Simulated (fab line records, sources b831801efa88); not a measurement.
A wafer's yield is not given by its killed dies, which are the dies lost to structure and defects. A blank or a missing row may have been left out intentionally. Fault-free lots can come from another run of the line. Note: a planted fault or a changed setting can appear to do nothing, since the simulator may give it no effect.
Split-lot trial | flow sky130 | 23 wafers read across 5 lots, on a route 708 steps long

ABOUT THE SPLIT
At SKY_SONOS_ONO_CVD_02 (deposits Si3N4 from DCS/NH3, target thk 10.5 nm, time 180 s), the setting pressure_mtorr was moved away from the recipe's 250 mTorr on 15 of the 23 wafers read, by -12.4% to +5.0%. This setting was run at the recipe's value on the other wafers.

Reading taken at the split's own step.

THE READING
Si3N4_of_SONOS_ONO_CVD_02.thk_nm (the simulator's own value, which no gauge read), in nm, at SKY_SONOS_ONO_CVD_02 (deposits Si3N4 from DCS/NH3, target thk 10.5 nm, time 180 s). There is no usual value for it anywhere in the file. Across the 8 wafers here that went through the recipe, the average is 10.43 nm and the standard deviation 0.053 nm.

wafer  | tool, chamber at the split | pressure_mtorr as run, mTorr | against the recipe | Si3N4_of_SONOS_ONO_CVD_02.thk_nm, nm | against lot-mates on the recipe
L077.1 | lpcvd-02, 0                | 250                          | recipe             | 10.34                                | -
L077.4 | lpcvd-02, 0                | 250                          | recipe             | 10.44                                | -
L077.5 | lpcvd-02, 0                | 250                          | recipe             | 10.41                                | -
L079.1 | -, -                       | 262.6                        | +5.0%              | 10.7                                 | no lot-mate on the recipe
L079.2 | -, -                       | 262.6                        | +5.0%              | 10.82                                | no lot-mate on the recipe
L079.4 | -, -                       | 262.6                        | +5.0%              | 10.76                                | no lot-mate on the recipe
L079.5 | -, -                       | 262.6                        | +5.0%              | 10.61                                | no lot-mate on the recipe
L079.6 | -, -                       | 262.6                        | +5.0%              | 10.72                                | no lot-mate on the recipe
L082.1 | -, -                       | 220                          | -12.0%             | 10.29                                | no lot-mate on the recipe
L082.2 | -, -                       | 220                          | -12.0%             | 10.17                                | no lot-mate on the recipe
L082.4 | -, -                       | 220                          | -12.0%             | 10.33                                | no lot-mate on the recipe
L082.5 | -, -                       | 220                          | -12.0%             | 10.19                                | no lot-mate on the recipe
L082.6 | -, -                       | 220                          | -12.0%             | 10.01                                | no lot-mate on the recipe
L083.1 | -, -                       | 250                          | recipe             | 10.4                                 | -
L083.6 | -, -                       | 250                          | recipe             | 10.4                                 | -
L083.2 | -, -                       | 250                          | recipe             | 10.53                                | -
L083.3 | -, -                       | 250                          | recipe             | 10.44                                | -
L083.4 | -, -                       | 250                          | recipe             | 10.47                                | -
L085.1 | -, -                       | 219                          | -12.4%             | 10.12                                | no lot-mate on the recipe
L085.2 | -, -                       | 219                          | -12.4%             | 10.25                                | no lot-mate on the recipe
L085.4 | -, -                       | 219                          | -12.4%             | 10.27                                | no lot-mate on the recipe
L085.5 | -, -                       | 219                          | -12.4%             | 10.36                                | no lot-mate on the recipe
L085.6 | -, -                       | 219                          | -12.4%             | 10.3                                 | no lot-mate on the recipe

FIT RESULTS
A straight line over all 23 wafers: Si3N4_of_SONOS_ONO_CVD_02.thk_nm changes by +0.0244 nm for each +1% of pressure_mtorr; r = +0.86; the points scatter about the line by 0.11 nm.
Too few moved wafers have a lot-mate on the recipe to fit a line with each lot's own level taken away.

THE FILE'S OWN FIT
Si3N4_of_SONOS_ONO_CVD_02.thk_nm changes by +0.0244 nm for each +1% of pressure_mtorr, r = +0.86.
